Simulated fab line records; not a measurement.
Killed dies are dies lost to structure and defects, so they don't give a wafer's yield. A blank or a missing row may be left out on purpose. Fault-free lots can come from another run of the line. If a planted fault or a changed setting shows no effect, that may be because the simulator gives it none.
fab line records ; flow gf180mcu ; part 2 of 2: steps 27 to 35 of 35
record lots=5; wafers=15; lastDay=34
route steps=602 shown PSD@251 NSD@262 SAB@264 SALICIDE@278
lots untouched by any fault: they come from a run of this same line in which no faults occurred
startH: the number of hours between the record's first day and the start of the first shown wafer of the lot ; waitH: time in hours since the lot's previous step ; " repeats the value in the row above ; L1.1+2: a single row standing in for several wafers ; - no value, or no start was given ; * or withheld: withheld ; < > ~ a bound
route shown NAME@n: names a module that has steps shown in the file, with the first one's number in the route ; usual: mean and standard deviation over wafers with no fault ; same: alike in all rows ; chamber/n: place in a boat ; sites: readings site by site ; _std_site: standard deviation of those values ; _edge_site: the outer-site mean with the inner-site mean subtracted ; radiusMm: for every site, how far away it sits from the centre of the wafer ; mask NAME#n: copy n ; behind: the last tool/chamber to shape the wafer ; hold: why the lot was held/for how many hours/how that ended ; device: the n, p or np transistor that did not switch ; end of line: the route-end tests of the same wafers ; a step given without rows: its recipe and nothing more ; killed: count of dies lost to structure and defects at first sort (not the wafer's yield) ; map: a wafer's dies, marking killed ones x, the rest . and places with no die _
set.NAME: the setting as run; set.NAME@STEP: as run at that earlier step ; model.NAME: the simulator's own value behind a step, which no gauge read
certain route steps with their lots: each step a table, each wafer a row
services: a tool's chamber out of use, with start hour (startH, from the record's first day; less than 0 if before it), hours out, and reason
## steps
# step GF_SAB_STRIP_13
# recipe chemistry=O2/N2; powerW=1400; pressureMtorr=1500; platenTempC=250; o2FlowSccm=3000; n2FlowSccm=300; overashFraction=0.5
# usual chamberPressureMTorr=1500.0/1.3; drypumpMotorCurrentA=5.9/0.42; heaterPowerW=344/24; n2FlowSccm=300.1/0.93; oesProductAu=0.710/0.0047; platenTempC=249.99/0.18; stripTimeToEndpointS=12.51/0.032
lot.wafer;tool;chamber;startH;waitH;chamberPressureMTorr;drypumpMotorCurrentA;heaterPowerW;n2FlowSccm;oesProductAu;platenTempC;rfHoursCounterH;stripTimeToEndpointS
L075.1;plasmaAsher-02;0;346.65;0.0;1500.6;5.7;355;301.1;0.709;249.98;67;12.55
L075.2;plasmaAsher-02;1;346.65;0.0;1498.8;6.0;352;300.6;0.706;249.84;67;12.56
L075.4;plasmaAsher-02;0;346.65;0.0;1503.3;5.7;347;300.3;0.712;250.29;-;12.55
L077.2;plasmaAsher-01;1;359.90;0.0;1497.6;6.6;318;299.1;0.705;250.32;71;12.52
L077.3;plasmaAsher-01;0;359.90;0.0;1501.9;5.4;368;299.9;0.717;250.08;-;12.51
L077.5;plasmaAsher-01;0;359.90;0.0;1500.3;5.4;373;300.4;0.708;249.88;-;12.50
L078.1;plasmaAsher-04;1;373.75;0.0;1498.5;5.8;325;298.0;0.706;250.01;25;12.47
L078.3;plasmaAsher-04;1;373.75;0.0;1499.0;5.7;320;300.0;0.709;249.62;-;12.45
L078.5;plasmaAsher-04;0;373.75;0.0;1499.7;6.0;366;301.2;0.716;249.94;-;12.44
L082.4;plasmaAsher-04;0;405.75;0.0;1502.3;6.0;366;300.2;0.708;249.76;-;12.50
L082.5;plasmaAsher-04;0;405.75;0.0;1499.0;6.0;362;300.8;0.703;249.89;-;12.49
L082.6;plasmaAsher-04;1;405.75;0.0;1501.0;5.8;322;300.8;0.706;249.89;-;12.51
L097.3;plasmaAsher-02;0;534.95;0.0;1498.8;5.7;345;299.9;0.708;250.01;-;12.52
L097.4;plasmaAsher-02;1;534.95;0.0;1501.8;6.1;359;300.2;0.711;250.34;-;12.50
L097.5;plasmaAsher-02;0;534.95;0.0;1500.0;5.7;348;300.5;0.714;249.94;-;12.52
# step GF_SALICIDE_CLEAN_00
# recipe chemistry=SC1/SC2; mix=1:4:20; tempC=70; timeS=150
lot.wafer;tool;chamber;startH;waitH
L075.1+2+4;wetBench-04;2;346.75;0.1
L077.2+3+5;wetBench-03;2;360.00;0.1
L078.1+3+5;wetBench-04;1;373.85;0.1
L082.4+5+6;wetBench-03;0;405.82;0.0
L097.3+4+5;wetBench-04;0;535.01;0.0
# step GF_SALICIDE_WET_ETCH_01
# recipe chemistry=dHF; targetDepthNm=5; dry=ipaMarangoni; target=SiO2; tempC=25; dilution=100:1; timeS=100
lot.wafer;tool;chamber;startH;waitH
L075.1+2+4;wetBench-01;2;346.80;0.0
L077.2+3+5;wetBench-04;3;360.05;0.0
L078.1+3+5;wetBench-01;2;373.90;0.0
L082.4+5+6;wetBench-04;2;405.87;0.0
L097.3+4+5;wetBench-01;0;535.06;0.0
# step GF_SALICIDE_SPUTTER_02
# recipe material=Co; targetThkNm=10; powerW=1000; timeS=20; chamberPressurePa=0.4097
# usual cathodeDcPowerW=999.99/0.19; throttleValvePct=30.4/0.58
lot.wafer;tool;chamber;startH;waitH;cathodeDcPowerW;throttleValvePct
L075.1;pvdSputter-01;-;346.84;0.0;999.97;30.8
L075.2;pvdSputter-01;-;346.84;0.0;1000.3;31.0
L075.4;pvdSputter-01;-;346.84;0.0;999.92;30.8
L077.2;pvdSputter-01;-;360.09;0.0;1000.3;30.7
L077.3;pvdSputter-01;-;360.09;0.0;1000.2;30.2
L077.5;pvdSputter-01;-;360.09;0.0;999.94;30.6
L078.1;pvdSputter-04;-;373.93;0.0;1000.3;31.2
L078.3;pvdSputter-04;-;373.93;0.0;999.97;29.2
L078.5;pvdSputter-04;-;373.93;0.0;999.79;31.1
L082.4;pvdSputter-01;-;405.90;0.0;999.93;30.8
L082.5;pvdSputter-01;-;405.90;0.0;1000.1;30.0
L082.6;pvdSputter-01;-;405.90;0.0;999.99;30.9
L097.3;pvdSputter-03;-;535.14;0.0;999.56;30.8
L097.4;pvdSputter-03;-;535.14;0.0;1000.4;30.1
L097.5;pvdSputter-03;-;535.14;0.0;1000.1;30.3
# step GF_SALICIDE_SPUTTER_03
# recipe material=TiN; targetThkNm=20; powerW=6500; timeS=16.7; chamberPressurePa=0.4
# usual cathodeDcPowerW=6500.1/1.1; throttleValvePct=30.4/0.58
lot.wafer;tool;chamber;startH;waitH;cathodeDcPowerW;throttleValvePct
L075.1;pvdSputter-01;-;346.87;0.0;6501.9;30.3
L075.2;pvdSputter-01;-;346.87;0.0;6502.4;30.5
L075.4;pvdSputter-01;-;346.87;0.0;6499.8;30.8
L077.2;pvdSputter-01;-;360.12;0.0;6499.6;30.8
L077.3;pvdSputter-01;-;360.12;0.0;6499.7;30.5
L077.5;pvdSputter-01;-;360.12;0.0;6501.6;31.0
L078.1;pvdSputter-04;-;373.96;0.0;6500.2;31.3
L078.3;pvdSputter-04;-;373.96;0.0;6501.1;29.1
L078.5;pvdSputter-04;-;373.96;0.0;6498.4;31.3
L082.4;pvdSputter-01;-;405.93;0.0;6500.1;30.7
L082.5;pvdSputter-01;-;405.93;0.0;6498.9;30.2
L082.6;pvdSputter-01;-;405.93;0.0;6499.3;30.6
L097.3;pvdSputter-03;-;535.16;0.0;6499.7;30.6
L097.4;pvdSputter-03;-;535.16;0.0;6497.8;30.1
L097.5;pvdSputter-03;-;535.16;0.0;6501.0;30.3
# step GF_SALICIDE_RS_MEAS_04
# recipe thkMeasGauge=four-point-probe; reads=TiN_of_SALICIDE_SPUTTER_03+Co_of_SALICIDE_SPUTTER_02
# usual SALICIDE_TIN_RS=16.5/0.32
lot.wafer;tool;chamber;startH;waitH;SALICIDE_TIN_RS[ohm/sq]
L075.1;filmMetro-01;-;346.89;0.0;16.8
L075.2;filmMetro-01;-;346.89;0.0;16.7
L075.4;filmMetro-01;-;346.89;0.0;16.8
L077.2;filmMetro-01;-;360.17;0.0;16.0
L077.3;filmMetro-01;-;360.17;0.0;16.3
L077.5;filmMetro-01;-;360.17;0.0;16.1
L078.1;filmMetro-04;-;373.99;0.0;16.5
L078.3;filmMetro-04;-;373.99;0.0;16.9
L078.5;filmMetro-04;-;373.99;0.0;16.4
L082.4;filmMetro-01;-;406.06;0.1;16.5
L082.5;filmMetro-01;-;406.06;0.1;16.4
L082.6;filmMetro-01;-;406.06;0.1;16.5
L097.3;filmMetro-01;-;535.23;0.1;16.0
L097.4;filmMetro-01;-;535.23;0.1;16.1
L097.5;filmMetro-01;-;535.23;0.1;15.9
# step GF_SALICIDE_THK_MEAS_05
# recipe thkMeasGauge=xrf; reads=TiN_of_SALICIDE_SPUTTER_03
# usual SALICIDE_TIN_THK=19.7/0.35
lot.wafer;tool;chamber;startH;waitH;SALICIDE_TIN_THK[nm]
L075.1;filmMetro-01;-;347.01;0.1;19.7
L075.2;filmMetro-01;-;347.01;0.1;19.3
L075.4;filmMetro-01;-;347.01;0.1;19.2
L077.2;filmMetro-01;-;360.28;0.1;19.6
L077.3;filmMetro-01;-;360.28;0.1;19.9
L077.5;filmMetro-01;-;360.28;0.1;19.7
L078.1;filmMetro-04;-;374.11;0.1;20.1
L078.3;filmMetro-04;-;374.11;0.1;20.1
L078.5;filmMetro-04;-;374.11;0.1;20.3
L082.4;filmMetro-01;-;406.15;0.1;19.4
L082.5;filmMetro-01;-;406.15;0.1;18.9
L082.6;filmMetro-01;-;406.15;0.1;19.6
L097.3;filmMetro-01;-;535.33;0.1;19.8
L097.4;filmMetro-01;-;535.33;0.1;20.2
L097.5;filmMetro-01;-;535.33;0.1;20.0
# step GF_SALICIDE_RTA_06
# recipe tempC=530; timeS=30; ambient=N2
# usual lampPowerPct=5.427/0.0052; wafer_temp_C_max=531.6/0.4
lot.wafer;tool;chamber;startH;waitH;lampPowerPct;wafer_temp_C_max
L075.1;rtpAnneal-01;0;347.07;0.1;5.426;531.2
L075.2;rtpAnneal-01;0;347.07;0.1;5.428;531.8
L075.4;rtpAnneal-01;0;347.07;0.1;5.419;532.7
L077.2;rtpAnneal-02;0;360.34;0.1;5.429;531.6
L077.3;rtpAnneal-02;0;360.34;0.1;5.428;531.3
L077.5;rtpAnneal-02;0;360.34;0.1;5.430;531.9
L078.1;rtpAnneal-02;0;374.17;0.1;5.429;531.9
L078.3;rtpAnneal-02;0;374.17;0.1;5.430;531.3
L078.5;rtpAnneal-02;0;374.17;0.1;5.426;532.3
L082.4;rtpAnneal-01;0;406.23;0.1;5.425;531.3
L082.5;rtpAnneal-01;0;406.23;0.1;5.421;531.2
L082.6;rtpAnneal-01;0;406.23;0.1;5.421;531.4
L097.3;rtpAnneal-02;0;535.44;0.1;5.429;531.3
L097.4;rtpAnneal-02;0;535.44;0.1;5.429;531.6
L097.5;rtpAnneal-02;0;535.44;0.1;5.417;531.9
# step GF_SALICIDE_WET_ETCH_07
# recipe chemistry=SPM; targetDepthNm=120; dry=n2Spin
lot.wafer;tool;chamber;startH;waitH
L075.1+2+4;wetBench-04;1;347.17;0.1
L077.2+3+5;wetBench-01;3;360.43;0.1
L078.1+3+5;wetBench-01;1;374.27;0.1
L082.4+5+6;wetBench-04;3;406.28;0.0
L097.3+4+5;wetBench-04;0;535.57;0.1
## services
tool;chamber;startH;hours;kind
rieDiel-02;0;298.48;14.7;repair
pvdSputter-03;-;300.94;4.3;repair
plasmaAsher-04;-;305.18;1.8;repair
ilineStepper-01;-;305.28;9.0;repair
implanter-02;-;324.10;3.4;repair
plasmaAsher-02;-;330.86;5.4;repair
ilineStepper-02;-;340.96;2.1;pm
ilineStepper-01;-;343.08;1.7;pm
implanter-01;-;345.24;4.3;pm
rieDiel-03;1;359.06;6.7;repair
rieDiel-02;2;359.71;1.7;repair
plasmaAsher-04;-;359.74;10.6;repair
plasmaAsher-01;-;362.67;0.5;repair
pvdSputter-04;-;364.96;2.6;repair
rieDiel-03;-;371.72;1.0;repair
plasmaAsher-02;-;393.82;14.6;pm
ilineStepper-02;-;395.43;1.7;pm
plasmaAsher-01;-;424.09;0.4;repair
plasmaAsher-03;-;426.30;14.6;pm
pecvd-04;-;430.51;14.6;pm
wetBench-01;-;438.19;1.9;pm
ilineStepper-01;-;452.93;1.7;repair
rtpAnneal-01;-;486.53;4.3;pm
plasmaAsher-01;-;496.03;0.8;repair
